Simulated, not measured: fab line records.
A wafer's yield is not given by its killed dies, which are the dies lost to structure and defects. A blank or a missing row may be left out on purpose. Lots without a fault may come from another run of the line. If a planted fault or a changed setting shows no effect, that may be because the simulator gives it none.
Which tool was responsible? | flow gf180mcu | 7 lots with 21 wafers sampled at 2 steps, on a route of 602 steps

== WHAT THE GAUGES READ, wafer by wafer ==
GF_NSD_TW_MEAS_12.
lot  | measured     | on           | NSD_TW
L702 | day 13 20:33 | filmMetro-02 | 4175 4150 4165
L705 | day 14 23:10 | filmMetro-01 | 4235 4242 4246
L709 | day 16 06:22 | filmMetro-04 | 4284 4273 4274
L711 | day 17 00:04 | filmMetro-01 | 4236 4243 4265
L720 | day 20 11:26 | filmMetro-02 | 4161 4179 4150
L722 | day 20 22:15 | filmMetro-01 | 4184 4213 4203
L724 | day 21 17:35 | filmMetro-02 | 4159 4188 4175

== EACH LOT AND THE TOOL THAT RAN IT (in order: tool; ch and the chambers of the sampled wafers; start) ==
lot  | GF_NSD_IMPLANT_10
L702 | implanter-04 ch 0, day 13 20:19
L705 | implanter-04 ch 0, day 14 22:55
L709 | implanter-04 ch 0, day 16 06:07
L711 | implanter-04 ch 0, day 16 23:50
L720 | implanter-02 ch 0, day 20 11:08
L722 | implanter-02 ch 0, day 20 22:02
L724 | implanter-03 ch 0, day 21 17:20
- GF_NSD_IMPLANT_10

== THE ANSWER, worked out from the rows above alone ==
Rule: what is usual is taken from the lots themselves. The widest of any qualifying gaps counts: lots, ordered by their means at a reading, are off when they make up no more than a third of the lots, leave a main group of 4 or more, and stand apart from it by 3 or more times the standard deviation of that group's means. The tables above print the reading to a certain number of digits; a main group whose means all agree to those digits is not used. A lot without any number at a reading at which 4 lots or more have one is off too. All remaining lots with rows at the step are treated as sound.
None of the lots is off at any reading shown; this tells nothing.

== WHAT THE SIMULATOR HAD INSERTED ==
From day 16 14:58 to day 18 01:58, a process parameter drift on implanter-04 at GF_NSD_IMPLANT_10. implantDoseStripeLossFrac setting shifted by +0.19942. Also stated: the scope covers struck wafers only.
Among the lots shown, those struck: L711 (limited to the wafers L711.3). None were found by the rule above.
